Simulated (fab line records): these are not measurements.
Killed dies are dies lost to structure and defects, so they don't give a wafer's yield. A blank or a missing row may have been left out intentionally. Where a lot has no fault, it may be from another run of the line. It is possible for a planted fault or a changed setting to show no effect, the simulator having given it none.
Chamber matching | flow sky130 | cmp-01 running SKY_CONTACT_CMP_04: 4 sister chambers
The step polishes SiO2. 8 wafers are shown with their chamber, then 8 later ones without.

WAFERS WITH THEIR CHAMBER
wafer  | chamber | motor-current-A (A) | retaining-ring-pressure-frac
L942.1 | 1       | 11.5                | 0.992
L953.4 | 1       | 11.9                | 0.992
L953.5 | 3       | 12.5                | 1.003
L954.5 | 3       | 13.4                | 1.007
L954.6 | 2       | 11.2                | 0.986
L955.2 | 2       | 11.3                | 1.001
L955.5 | 0       | 14.9                | 1.002
L957.1 | 0       | 13.4                | 1.001

WAFERS MISSING THEIR CHAMBER
wafer  | motor-current-A (A) | retaining-ring-pressure-frac
L957.3 | 12.4                | 0.997
L957.5 | 13.4                | 0.995
L962.1 | 11.6                | 1.003
L962.3 | 12.1                | 1.005
L962.5 | 13.2                | 1.003
L960.1 | 13.0                | 1.001
L960.4 | 11.5                | 0.992
L960.5 | 11.6                | 0.991

WHICH CHAMBER EACH WENT THROUGH
wafer  | from the rows above               | in truth
L957.3 | can't be placed: 1 or 3 or 2 or 0 | 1
L957.5 | can't be placed: 0 or 3 or 1 or 2 | 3
L962.1 | can't be placed: 2 or 1 or 3      | 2
L962.3 | can't be placed: 3 or 1 or 2 or 0 | 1
L962.5 | can't be placed: 3 or 0           | 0
L960.1 | can't be placed: 3 or 0 or 1      | 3
L960.4 | can't be placed: 1 or 2           | 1
L960.5 | can't be placed: 1 or 2           | 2
Correct placement for 0 of the 8. Cannot be placed on the basis of these rows: 8; the candidates contain the true chamber in 8. 0 placed wrongly.
How it was worked out, from the rows above alone: a wafer's distance from a chamber is the root of the sum, over the readings, of the square of ((its reading less the chamber's mean) divided by the reading's scatter). The wafer belongs to the nearest chamber; if the next one is less than 2 further off, it can't be placed. The mean given for a chamber averages the wafers shown for that chamber. How the scatter is found: for the shown wafers, subtract from each reading the mean of its chamber, square and add these, divide the total by (wafers less chambers), then take the root.
